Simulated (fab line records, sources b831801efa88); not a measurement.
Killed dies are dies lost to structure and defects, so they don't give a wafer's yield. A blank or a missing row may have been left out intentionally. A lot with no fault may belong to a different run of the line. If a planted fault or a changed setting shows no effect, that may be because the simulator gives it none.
Problem report, 8D (eight disciplines) form, completed by code :: flow gf180mcu :: the parts of the form that need people (team, actions taken, sign-off) are left out

## 1. WHAT IS WRONG
dose_ions_cm2 at GF_MVPSD_IMPLANT_09 reads a mean of 5e+12 on 9 wafers of 3 lots; wafers without a fault read 5e+12 with a standard deviation of 5.5e+09. That is -23 standard deviations from the usual mean.
The first sign was on wafer L948.3 at day 5 19:41, on implanter-02. Wafers with a number at this step in the record: 42, from 14 lots. Rule for "out", or "out of limits": more than 4 standard deviations from the usual mean. The rest of the wafers with a number are treated as sound.

## 2. WHAT THIS IS AND IS NOT
question: which readings at this step
is: dose_ions_cm2
is not: -

question: which lots
is: L948, L949, L951
is not: L945, L947, L957, L958, L960, L961, L962, L963, L966, L967, L968

question: which wafers of those lots
is: all that have a number
is not: -

question: read on which tools
is: implanter-02
is not: implanter-01, implanter-04

question: when
is: from day 5 19:41
is not: up to then (6 sound wafers); but 27 sound wafers of L957, L958, L960, L961, L962, L963, L966, L967, L968 came after

## 3. SUSPECTS, AND WHAT RULES EACH OUT
Counting: a tool at any process step up to the reading remains a suspect when it ran all the lots that are out and ran no sound lot after the first of those.
- implanter-02 at GF_MVPSD_IMPLANT_09: ruled out as a lasting fault. Following L948 (day 5 19:41), the first lot on it that is out, the sound lots L968 were run on it.
Left after counting: nothing in the record.

## 4. THE CAUSE (what the simulator had put in)
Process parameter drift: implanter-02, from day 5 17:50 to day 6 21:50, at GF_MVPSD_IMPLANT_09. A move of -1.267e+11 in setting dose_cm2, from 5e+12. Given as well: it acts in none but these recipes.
Counting ruled it out, wrongly.

## 5. THE CHAIN OF EFFECTS, in route order
One row per reading whose mean, taken over the struck wafers that have a number, lies over 3 standard deviations from the usual. Scope: only readings with a usual standard deviation given in the record; hours: median across lots of the time from each lot's start at the first step in this table that gives one to its start at this step; sigmas: change in usual standard deviations.
hours: 0
step: GF_MVPSD_IMPLANT_09
reading: dose_ions_cm2
usual: 5e+12
on struck wafers: 5e+12
change: -1e+11
sigmas: -23
Here are the process steps it includes:
- GF_MVPSD_IMPLANT_09

## 6. HOW IT WOULD HAVE BEEN CAUGHT EARLIER
2 hours passed between the start of the fault at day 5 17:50 and the first reading out of limits in this record, taken at day 5 19:41.
